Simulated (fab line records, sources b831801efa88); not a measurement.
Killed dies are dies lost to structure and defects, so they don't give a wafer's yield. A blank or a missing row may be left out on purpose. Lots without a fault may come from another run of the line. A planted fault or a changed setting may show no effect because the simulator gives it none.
A struck lot beside a sound one | flow sky130 | 15 steps out of a route of 708
Sound: wafers L828.1, L828.5, L828.6. Struck: wafers L817.1, L817.2, L817.6. The cause comes at the end.
At each step with rows: each side's tool, then ch and its chambers, then its first start. Under that, the readings that differ: sound wafers | struck wafers | difference of the means | sigmas: that difference in standard deviations of wafers without a fault.
alike: readings whose means differ by less than 2 such deviations, and words and numbers that are the same on both sides. not compared: withheld readings, readings that some wafer has no value for, bounds like >300 that may hide the same value, and numbers for which the record gives no deviation and whose values overlap.
The two part at a step that has a row with sigmas, a row that says differs or no value, or rows on one side only. Numbers that don't overlap but have no deviation are shown without sigmas and don't part them. A reading that every wafer of one side lacks parts them only if that side has two wafers or more.

SKY_VIA4_CMP_21: polishes, stops on SiO2, t overpolish 25 s, target thk 0 nm.
  sound on cmp-02 ch 2,3, day 48 08:26; struck on cmp-02 ch 1,2,3, day 45 18:32
  alike: motor_current_A, overpolish_run_s, time_to_endpoint_s
then, 1 step without rows for these wafers: SKY_METAL5_SPUTTER_00 (material Ti, target thk 15 nm, time 10 s).
SKY_METAL5_SPUTTER_01: material TiN, target thk 20 nm, time 16.7 s.
  sound on pvd_sputter-04, day 48 08:43; struck on pvd_sputter-04, day 45 18:49
  alike: cathode_dc_power_W, throttle_valve_pct
SKY_METAL5_SPUTTER_02: material AlCu, target thk 1150 nm, time 61.2 s.
  sound on pvd_sputter-04, day 48 08:44; struck on pvd_sputter-04, day 45 18:50
  alike: cathode_dc_power_W, throttle_valve_pct
SKY_METAL5_SPUTTER_03: material Ti, target thk 5 nm, time 3.3 s.
  sound on pvd_sputter-04, day 48 08:47; struck on pvd_sputter-04, day 45 18:53
  alike: cathode_dc_power_W, throttle_valve_pct
SKY_METAL5_SPUTTER_04: material TiN, target thk 70 nm, time 58.3 s.
  sound on pvd_sputter-04, day 48 08:49; struck on pvd_sputter-04, day 45 18:54
  alike: cathode_dc_power_W, throttle_valve_pct
SKY_METAL5_RS_MEAS_05: measures by four-point-probe.
  sound on film_metro-02, day 48 08:52; struck on film_metro-04, day 45 18:57
  reading                 | sound                   | struck                  | difference | sigmas
  METAL5_ALCU_RS (ohm/sq) | 0.02777 0.02745 0.02776 | 0.02685 0.02684 0.02695 | -0.00078   | -3
SKY_METAL5_THK_MEAS_06: measures by xrf.
  sound on film_metro-02, day 48 08:59; struck on film_metro-04, day 45 19:04
  reading              | sound          | struck         | difference | sigmas
  METAL5_ALCU_THK (nm) | 1127 1137 1133 | 1156 1159 1154 | +24        | +2
then, 4 steps without rows for these wafers: SKY_METAL5_DEHYDRATE_07 (time 60 s); SKY_METAL5_HMDS_08 (prime time 60 s); SKY_METAL5_COAT_09 (resist thk 1800 nm); SKY_METAL5_SOFTBAKE_10 (time 60 s).
SKY_METAL5_EXPOSE_11: exposes mask MM5, target cd 1600 nm.
  sound on iline_stepper-02 ch 0, day 48 17:29; struck on iline_stepper-01 ch 0, day 46 05:30
  reading                        | sound                | struck            | difference | sigmas
  model.METAL5.overlay_x_nm (nm) | 0.4066 0.4066 0.4066 | 528.9 528.9 528.9 | +528.5     |
  alike: mask
then, 1 step without rows for these wafers: SKY_METAL5_PEB_12.
-- the record jumps here: 2 days lie between the struck wafers' starts before and after (it left off in module METAL5 and takes up again in module PAD_OPEN, whose first step shown is number 708 of the route) --
SKY_PAD_OPEN_PROBE_99:
  sound on prober-01, day 50 16:05; struck on prober-01, day 48 11:25
  reading                       | sound               | struck              | difference | sigmas
  killed_at_M0_to_M3            | 54 40 63            | 38 30 41            | -16        | -2
  model.etest.via4_chain.rc_ohm | 0.8028 0.806 0.7598 | 0.9678 0.9609 1.056 | +0.2054    |
  alike: defect_limited_yield, killed_at_M4_up, killed_at_contacts, killed_at_front_end, killed_at_other, killed_dies, killed_open, killed_short, sort_bin_3_pad_short, sort_bin_5_function, sort_bin_6_memory, sort_n_pass, sort_yield_pct

WHERE THEY PART
First at SKY_METAL5_RS_MEAS_05; last, within this record, at SKY_PAD_OPEN_PROBE_99.

WHY: what the simulator had put in
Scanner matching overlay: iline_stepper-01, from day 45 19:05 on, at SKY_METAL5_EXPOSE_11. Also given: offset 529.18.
